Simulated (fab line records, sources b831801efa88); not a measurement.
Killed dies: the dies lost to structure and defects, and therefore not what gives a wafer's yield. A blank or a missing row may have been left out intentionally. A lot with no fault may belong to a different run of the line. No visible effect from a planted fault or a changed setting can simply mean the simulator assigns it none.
A struck lot beside a sound one ; flow sky130 ; 16 out of 708 route steps
Sound: the wafers L795.2, L795.4, L795.6. Struck: wafers L789.1, L789.3, L789.6. The cause is given at the end.
For every step that has rows: the tool of each side, followed by ch and its chambers, followed by its first start. Under that, the readings that differ: sound wafers ; struck wafers ; difference of the means ; sigmas: that difference in standard deviations of wafers without a fault.
alike: readings whose means differ by less than 2 such deviations, and words and numbers that are the same on both sides. not compared: withheld readings, readings that some wafer has no value for, bounds like >300 that may hide the same value, and numbers for which the record gives no deviation and whose values overlap.
Wherever a step has rows on one side only, a row that says differs or no value, or a row with sigmas, the two part there. Numbers that have no deviation but don't overlap get no sigmas and don't part them. Lack of a reading on every wafer of one side parts them only where that side has two or more wafers.

first, 5 steps without rows for these wafers: SKY_LI_CONTACT_COAT_07 (resist thk 450 nm); SKY_LI_CONTACT_SOFTBAKE_08 (time 90 s); SKY_LI_CONTACT_EXPOSE_09 (exposes mask LICM1, target cd 170 nm); SKY_LI_CONTACT_PEB_10; SKY_LI_CONTACT_DEVELOP_11 (develop time 60 s).
SKY_LI_CONTACT_CD_MEAS_12: target cd 170 nm.
  sound on cd_sem-02, day 34 13:20; struck on cd_sem-01, day 32 10:13
  alike: cd_nm
SKY_LI_CONTACT_OVL_MEAS_13:
  sound on overlay-02, day 34 13:26; struck on overlay-02, day 32 10:20
  alike: LI_CONTACT_OVL
SKY_LI_CONTACT_ETCH_14: etches BARC in N2/H2, stops on SiO2, time 45.9 s, target depth 60 nm.
  sound on rie_diel-01 ch 2,3, day 34 13:28; struck on rie_diel-01 ch 0,1,2, day 32 10:23
  alike: drypump_motor_current_A, oes_product_au, rf_fwd_power_W, throttle_valve_pct
  not compared: rf_hours_counter_h
SKY_LI_CONTACT_ETCH_15: etches PSG in C4F8/O2/Ar, stops on Si, target depth 600 nm.
  sound on rie_diel-01 ch 2,3, day 34 13:30; struck on rie_diel-01 ch 0,1,2, day 32 10:25
  alike: oes_product_au, rf_fwd_power_W
SKY_LI_CONTACT_STRIP_16: strips in O2/N2.
  sound on plasma_asher-01 ch 0,1, day 34 13:35; struck on plasma_asher-04 ch 0, day 32 10:30
  alike: drypump_motor_current_A, oes_product_au, strip_time_to_endpoint_s
  not compared: rf_hours_counter_h
then, 2 steps without rows for these wafers: SKY_LI_CONTACT_CLEAN_17 (cleans in NMP, time 600 s); SKY_LI_CONTACT_PRE_CLEAN_18 (time 5.6 s).
SKY_LI_CONTACT_SPUTTER_19: material Ti, target thk 20 nm, time 106.37 s.
  sound on pvd_sputter-03, day 34 13:53; struck on pvd_sputter-03, day 32 10:48
  no value came back on the struck wafers for cathode_dc_power_W (W), chamber_pressure_pa (Pa), throttle_valve_pct (%); on the sound wafers cathode_dc_power_W (W) reads 2499.8 2500.3 2499.4
SKY_LI_CONTACT_SPUTTER_20: material TiN, target thk 20 nm, time 80 s.
  sound on pvd_sputter-03, day 34 13:58; struck on pvd_sputter-03, day 32 10:52
  alike: cathode_dc_power_W, chamber_pressure_pa, throttle_valve_pct
SKY_LI_CONTACT_CVD_21: deposits W, target thk 400 nm, time 120.56 s.
  sound on cvd_w-02 ch 0,1, day 34 14:01; struck on cvd_w-01 ch 0,1, day 32 10:56
  alike: heater_power_w
-- record jumps: 16 days separate the struck wafers' starts on either side; left off in module LI_CONTACT, taken up again in module PAD_OPEN, whose first shown step is the route's number 708 --
SKY_PAD_OPEN_PROBE_99:
  sound on prober-02, day 49 14:38; struck on prober-01, day 48 03:38
reading;sound;struck;difference;sigmas
hold;- - -;await_dispo/2.1h/scrap await_dispo/2.1h/scrap await_dispo/2.1h/scrap;no value on the sound wafers;
killed_at_contacts;36 30 28;429 419 439;+398;+67
killed_dies;107 96 93;492 492 492;+393;+41
killed_on_rim;16 13 25;96 96 96;+78;+21
  alike: killed_at_M0_to_M3, killed_at_M4_up, killed_at_front_end, killed_at_other, killed_open, killed_short

## WHERE THEY PART
Earliest at SKY_LI_CONTACT_SPUTTER_19; latest, in this record, at SKY_PAD_OPEN_PROBE_99.

WHY: what had been put in by the simulator
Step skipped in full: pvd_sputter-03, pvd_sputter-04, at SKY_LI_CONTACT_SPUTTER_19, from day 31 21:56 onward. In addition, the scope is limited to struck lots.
